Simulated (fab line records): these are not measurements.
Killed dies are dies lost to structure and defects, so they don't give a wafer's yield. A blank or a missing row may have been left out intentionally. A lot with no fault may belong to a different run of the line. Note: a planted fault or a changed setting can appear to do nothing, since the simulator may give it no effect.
Which tool is to blame? ; flow sky130 ; 13 lots (39 wafers sampled), 1 step of a 708-step route

== WHAT THE GAUGES READ, wafer by wafer ==
SKY_METAL2_CD_MEAS_15: target cd 140 nm. Usual: cd-nm reads 139.7 nm (standard deviation 1.6).
lot;measured;on;cd-nm (nm);flag
L552;day 34 23:52;cd-sem-01;136.9 138.7 137.6;
L553;day 35 09:20;cd-sem-02;140.4 138.4 139.9;
L554;day 35 12:16;cd-sem-01;140.7 141.4 140.5;
L556;day 36 07:08;cd-sem-02;138.0 137.4 137.2;
L557;day 36 09:08;cd-sem-02;138.5 138.1 138.6;
L561;day 38 06:53;cd-sem-02;141.4 142.8 141.8;
L562;day 38 15:10;cd-sem-02;142.3 142.8 143.5;
L564;day 38 20:25;cd-sem-01;136.7 137.6 137.6;
L569;day 40 12:20;cd-sem-01;140.4 140.4 140.1;
L572;day 41 03:14;cd-sem-01;139.5 140.5 140.3;
L573;day 41 10:35;cd-sem-02;142.6 142.9 143.1;
L574;day 41 15:23;cd-sem-02;141.6 140.4 141.1;
L575;day 42 01:34;cd-sem-01;141.7 141.4 141.8;

== WHAT TOOL EACH LOT RAN ON (gives the tool, then ch and the chambers of the sampled wafers, and finally the start) ==
The record shows no process step preceding these readings.

== AS READ BY THE TOOLS THEMSELVES (means over the sampled wafers that have a number; for cases with no such wafer, the mark the record gives instead) ==
The record holds no such reading with a usual standard deviation.

== THE ANSWER, worked out from the rows above alone ==
Rule: a lot is off if the mean of its wafers that have a number lies more than 3 standard deviations from the usual mean. A lot without any number at a reading at which 4 lots or more have one is off too. The other lots that the step has rows for count as sound. The gauges are gone through in route order, then the tools' own readings, and for those a lot's mean is taken as printed above. The first step at which some lot is off is used, and at that step the reading that is off furthest; a lot without a number counts as furthest.
Nothing can be told from this: no lot is off at any reading shown.

== WHAT THE SIMULATOR PUT IN ==
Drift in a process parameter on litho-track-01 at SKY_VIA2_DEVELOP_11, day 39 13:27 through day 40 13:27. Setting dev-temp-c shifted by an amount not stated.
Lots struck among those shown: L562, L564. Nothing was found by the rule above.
